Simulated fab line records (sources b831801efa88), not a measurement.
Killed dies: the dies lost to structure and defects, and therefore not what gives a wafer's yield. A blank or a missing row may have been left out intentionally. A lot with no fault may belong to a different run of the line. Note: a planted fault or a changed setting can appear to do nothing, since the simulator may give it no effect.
Which tool was responsible? / flow sky130 / 6 lots, 18 wafers sampled, at 4 steps of a route of 708

WHAT EACH GAUGE READ, for each wafer
SKY_LDD_LDN_OVL_MEAS_07.
lot=L338; measured=day 23 08:04; on=overlay-01; LDD_LDN_OVL (nm)=1.1 0.4 0.0
lot=L340; measured=day 23 22:23; on=overlay-02; LDD_LDN_OVL (nm)=1.5 1.8 -1.9
lot=L344; measured=day 25 03:38; on=overlay-02; LDD_LDN_OVL (nm)=1.1 0.7 0.6
lot=L351; measured=day 27 20:04; on=overlay-02; LDD_LDN_OVL (nm)=1.6 1.9 -0.4
lot=L355; measured=day 28 23:51; on=overlay-02; LDD_LDN_OVL (nm)=1.3 1.8 1.8
lot=L360; measured=day 31 02:23; on=overlay-02; LDD_LDN_OVL (nm)=0.5 1.9 1.7

EACH LOT AND THE TOOL THAT RAN IT (in order: tool; ch and the chambers of the sampled wafers; start)
lot=L338; SKY_VT_ADJUST_HVTP_STRIP_10=plasma-asher-04 ch 0,1, day 6 10:46; SKY_SONOS_ONO_ETCH_15=rie-diel-03 ch 1,3, day 13 01:53; SKY_POLY_GATE_ETCH_15=rie-diel-01 ch 1,2, day 16 18:31
lot=L340; SKY_VT_ADJUST_HVTP_STRIP_10=plasma-asher-01 ch 0,1, day 6 18:26; SKY_SONOS_ONO_ETCH_15=rie-diel-01 ch 1,3, day 13 11:22; SKY_POLY_GATE_ETCH_15=rie-diel-03 ch 0,1, day 17 05:52
lot=L344; SKY_VT_ADJUST_HVTP_STRIP_10=plasma-asher-03 ch 0,1, day 7 21:59; SKY_SONOS_ONO_ETCH_15=rie-diel-01 ch 0,3, day 14 17:31; SKY_POLY_GATE_ETCH_15=rie-diel-02 ch 0,1,3, day 18 13:59
lot=L351; SKY_VT_ADJUST_HVTP_STRIP_10=plasma-asher-03 ch 0,1, day 9 20:17; SKY_SONOS_ONO_ETCH_15=rie-diel-04 ch 0,1,3, day 17 07:32; SKY_POLY_GATE_ETCH_15=rie-diel-03 ch 1,2, day 21 12:26
lot=L355; SKY_VT_ADJUST_HVTP_STRIP_10=plasma-asher-04 ch 0,1, day 10 20:44; SKY_SONOS_ONO_ETCH_15=rie-diel-01 ch 0,2, day 18 13:19; SKY_POLY_GATE_ETCH_15=rie-diel-02 ch 1,3, day 22 18:05
lot=L360; SKY_VT_ADJUST_HVTP_STRIP_10=plasma-asher-04 ch 0,1, day 12 18:47; SKY_SONOS_ONO_ETCH_15=rie-diel-03 ch 1,2,3, day 21 02:37; SKY_POLY_GATE_ETCH_15=rie-diel-01 ch 0,3, day 25 02:22
- SKY_VT_ADJUST_HVTP_STRIP_10: strips in O2/N2.
- SKY_SONOS_ONO_ETCH_15: etches the open film in CHF3/O2, target depth 19.52 nm, time 7.8 s.
- SKY_POLY_GATE_ETCH_15: etches BARC in N2/H2, stops on SiO2, time 118.5 s, target depth 110 nm.

THE ANSWER, worked out from the rows above alone
Rule: the lots themselves supply what counts as usual. The widest of any qualifying gaps counts: lots, ordered by their means at a reading, are off when they make up no more than a third of the lots, leave a main group of 4 or more, and stand apart from it by 3 or more times the standard deviation of that group's means. If all means in a main group match to the digits the tables above print for the reading, that group is not used. A lot without any number at a reading at which 4 lots or more have one is off too. The other lots that the step has rows for count as sound.
Across all readings shown, no lot is off: no conclusion can be drawn from this.

WHAT WAS PUT IN BY THE SIMULATOR
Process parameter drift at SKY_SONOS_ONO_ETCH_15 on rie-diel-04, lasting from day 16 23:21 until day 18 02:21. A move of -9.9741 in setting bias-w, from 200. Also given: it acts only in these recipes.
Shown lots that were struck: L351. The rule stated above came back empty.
